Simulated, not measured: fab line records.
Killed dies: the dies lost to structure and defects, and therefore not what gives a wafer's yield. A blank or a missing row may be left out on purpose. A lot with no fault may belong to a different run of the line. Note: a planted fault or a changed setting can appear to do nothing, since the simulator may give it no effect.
The tool behind it: which one? ; flow sky130 ; Sampling: 10 lots, 30 wafers, 4 of 708 route steps

WHAT EACH GAUGE READ, for each wafer
SKY_SD_N_OVL_MEAS_08.
lot;measured;on;SD_N_OVL (nm)
L202;day 28 23:10;overlay-02;-3.1 -3.2 -3.2
L203;day 30 00:21;overlay-02;-0.5 1.0 2.4
L205;day 30 11:58;overlay-02;1.4 0.1 1.1
L206;day 31 07:28;overlay-02;0.1 0.5 -0.5
L213;day 33 13:28;overlay-01;-2.0 -4.2 -3.7
L215;day 33 17:17;overlay-01;-1.9 -2.6 -1.8
L216;day 33 21:11;overlay-01;0.5 0.9 2.0
L217;day 34 02:50;overlay-01;-4.0 -2.0 -3.4
L218;day 34 07:51;overlay-01;-1.5 -1.8 -2.1
L221;day 35 09:44;overlay-02;-1.1 -2.3 -0.8

SKY_SD_N_RS_MEAS_16: uses a four-point probe to measure.
lot;measured;on;SD_N_RS (ohm/sq)
L202;day 28 23:53;film metro-03;68.51 68.54 68.51
L203;day 30 01:04;film metro-03;72.10 72.18 72.31
L205;day 30 12:42;film metro-03;72.14 72.05 72.34
L206;day 31 08:11;film metro-03;68.60 68.67 68.65
L213;day 33 14:11;film metro-04;68.84 68.71 68.61
L215;day 33 18:01;film metro-03;68.48 68.56 68.50
L216;day 33 21:55;film metro-03;68.58 68.44 68.47
L217;day 34 03:33;film metro-01;68.49 68.47 68.47
L218;day 34 08:34;film metro-03;68.55 68.66 68.72
L221;day 35 10:29;film metro-03;68.46 68.59 68.46

TOOL THAT RAN EACH LOT (tool first, then ch and the chambers of the sampled wafers, then the start)
lot;SKY_SD_N_IMPLANT_09;SKY_SD_N_STRIP_11
L202;implanter-03 ch 0, day 28 23:13;plasma asher-01 ch 0,1, day 28 23:29
L203;implanter-03 ch 0, day 30 00:23;plasma asher-02 ch 0,1, day 30 00:41
L205;implanter-03 ch 0, day 30 12:01;plasma asher-02 ch 0,1, day 30 12:17
L206;implanter-04 ch 0, day 31 07:31;plasma asher-01 ch 0, day 31 07:47
L213;implanter-03 ch 0, day 33 13:31;plasma asher-01 ch 0,1, day 33 13:47
L215;implanter-01 ch 0, day 33 17:20;plasma asher-01 ch 0,1, day 33 17:37
L216;implanter-04 ch 0, day 33 21:13;plasma asher-01 ch 0,1, day 33 21:31
L217;implanter-01 ch 0, day 34 02:52;plasma asher-01 ch 0,1, day 34 03:10
L218;implanter-04 ch 0, day 34 07:53;plasma asher-01 ch 0,1, day 34 08:11
L221;implanter-03 ch 0, day 35 09:49;plasma asher-02 ch 0,1, day 35 10:06
- SKY_SD_N_IMPLANT_09
- SKY_SD_N_STRIP_11: strips in O2/N2.

AS READ BY THE TOOLS THEMSELVES (means over the sampled wafers that have a number; for cases with no such wafer, the mark the record gives instead)
SKY_SD_N_IMPLANT_09.
lot;tool;beam energy keV;beam on s (s)
L202;implanter-03;49.999;21.5
L203;implanter-03;45.046;21.6
L205;implanter-03;45.032;21.4
L206;implanter-04;50.004;18.8
L213;implanter-03;50.010;21.7
L215;implanter-01;49.991;15.0
L216;implanter-04;50.012;19.2
L217;implanter-01;50.003;15.5
L218;implanter-04;50.000;19.0
L221;implanter-03;50.006;21.4

SKY_SD_N_STRIP_11.
lot;tool;drypump motor current A (A);n2 flow sccm (sccm);o2 flow sccm (sccm);oes product au (a.u.);strip time to endpoint s (s)
L202;plasma asher-01;5.5;298.9;2998;0.523;22.58
L203;plasma asher-02;4.9;299.4;3004;0.537;21.82
L205;plasma asher-02;5.0;300.0;2999;0.541;21.84
L206;plasma asher-01;5.3;299.8;2997;0.525;22.55
L213;plasma asher-01;5.7;299.2;2995;0.525;22.56
L215;plasma asher-01;5.7;300.2;3008;0.529;22.54
L216;plasma asher-01;5.7;300.0;3011;0.529;22.60
L217;plasma asher-01;5.5;300.2;3002;0.529;22.58
L218;plasma asher-01;5.5;300.6;2998;0.526;22.49
L221;plasma asher-02;5.0;299.8;2993;0.528;22.56

THE ANSWER, worked out from the rows above alone
Rule: what is usual is taken from the lots themselves. The widest of any qualifying gaps counts: lots, ordered by their means at a reading, are off when they make up no more than a third of the lots, leave a main group of 4 or more, and stand apart from it by 3 or more times the standard deviation of that group's means. If all means in a main group match to the digits the tables above print for the reading, that group is not used. A lot without any number at a reading at which 4 lots or more have one is off too. The other lots that the step has rows for count as sound. First the gauges in route order, then the tools' own readings, where a lot's mean is used as printed above. At the first step where some lot is off, the reading lying furthest off is the one used; lots without a number count as furthest.
Off: L203, L205, at SKY_SD_N_RS_MEAS_16 (SD_N_RS). Mean 68.56 ohm/sq and standard deviation 0.084 in the main group.
A tool fits if, at a process step before that reading, it ran every lot that is off, and no sound lot after the first of them. The gauges at SKY_SD_N_RS_MEAS_16 aren't tried: what is off there is off at SKY_SD_N_IMPLANT_09 too, on other tools, and a gauge's error can't cause that. Of those tried, none fits.

WHAT THE SIMULATOR HAD INSERTED
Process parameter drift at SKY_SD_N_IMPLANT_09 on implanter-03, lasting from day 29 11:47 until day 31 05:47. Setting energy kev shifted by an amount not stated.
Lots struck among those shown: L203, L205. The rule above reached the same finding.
